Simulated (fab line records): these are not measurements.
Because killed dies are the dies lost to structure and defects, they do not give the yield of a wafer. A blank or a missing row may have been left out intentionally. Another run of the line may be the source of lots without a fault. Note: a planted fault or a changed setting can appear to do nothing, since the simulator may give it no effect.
A lot that was struck, set against a sound lot :: flow sky130 :: 15 out of 708 route steps
Sound: these wafers, L286.3, L286.5, L286.6. Struck: wafers L296.1, L296.2, L296.4. Last of all comes the cause.
At each step with rows: each side's tool, then ch and its chambers, then its first start. Under that, the readings that differ: sound wafers :: struck wafers :: difference of the means :: sigmas: that difference in standard deviations of wafers without a fault.
alike: readings with means less than 2 such deviations apart, plus words and numbers identical on both sides. not compared: withheld readings, readings lacking a value on some wafer, bounds such as >300 that could conceal the same value, and numbers that have no deviation in the record and whose values overlap.
Wherever a step has rows on one side only, a row that says differs or no value, or a row with sigmas, the two part there. When numbers do not overlap yet have no deviation, they are printed without sigmas and do not part them. A reading missing from all wafers of one side parts the sides only when that side holds two or more wafers.

first, 2 steps without rows for these wafers: SKY_POLY_GATE_CLEAN_19 (cleans in SC1/SC2, time 150 s); SKY_POLY_GATE_OXIDATION_20 (stabilise 600 s, purge 300 s, target thk 4 nm).
SKY_POLY_GATE_THK_MEAS_21:
  struck on film-metro-03, day 20 19:47; sound on film-metro-01, day 16 11:15
reading: POLY_GATE_OXIDATION_THK (nm)
sound: 4.17 4.06 4.02
struck: 3.91 3.93 3.94
difference: -0.16
sigmas: -2
SKY_POLY_GATE_CD_MEAS_22:
  struck on cd-sem-02, day 20 19:50; sound on cd-sem-02, day 16 11:21
  alike: cd-nm
then, 7 steps without rows for these wafers: SKY_LDD_N_DEHYDRATE_00 (time 60 s); SKY_LDD_N_HMDS_01 (prime time 60 s); SKY_LDD_N_COAT_02 (resist thk 300 nm); SKY_LDD_N_SOFTBAKE_03 (time 57.87 s); SKY_LDD_N_EXPOSE_04 (exposes mask NTM, target cd 840 nm); SKY_LDD_N_PEB_05; SKY_LDD_N_DEVELOP_06 (develop time 60 s).
SKY_LDD_N_OVL_MEAS_07:
  struck on overlay-02, day 22 02:19; sound on overlay-02, day 17 13:43
  alike: LDD_N_OVL
SKY_LDD_N_IMPLANT_08:
  sound on implanter-01 ch 0, day 17 13:47; struck on implanter-02 ch 0, day 22 02:20
reading: dose-ions-cm2
sound: 7.489e+13 7.505e+13 7.498e+13
struck: 7.375e+13 7.369e+13 7.373e+13
difference: -1.250e+12
sigmas: -16
  alike: rotation-deg
then, 2 steps without rows for these wafers: SKY_LDD_N_IMPLANT_09; SKY_PAD_OPEN_PROBE_99.

## WHERE THEY PART
First at SKY_POLY_GATE_THK_MEAS_21; last, within this record, at SKY_LDD_N_IMPLANT_08.

WHY: what had been put in by the simulator
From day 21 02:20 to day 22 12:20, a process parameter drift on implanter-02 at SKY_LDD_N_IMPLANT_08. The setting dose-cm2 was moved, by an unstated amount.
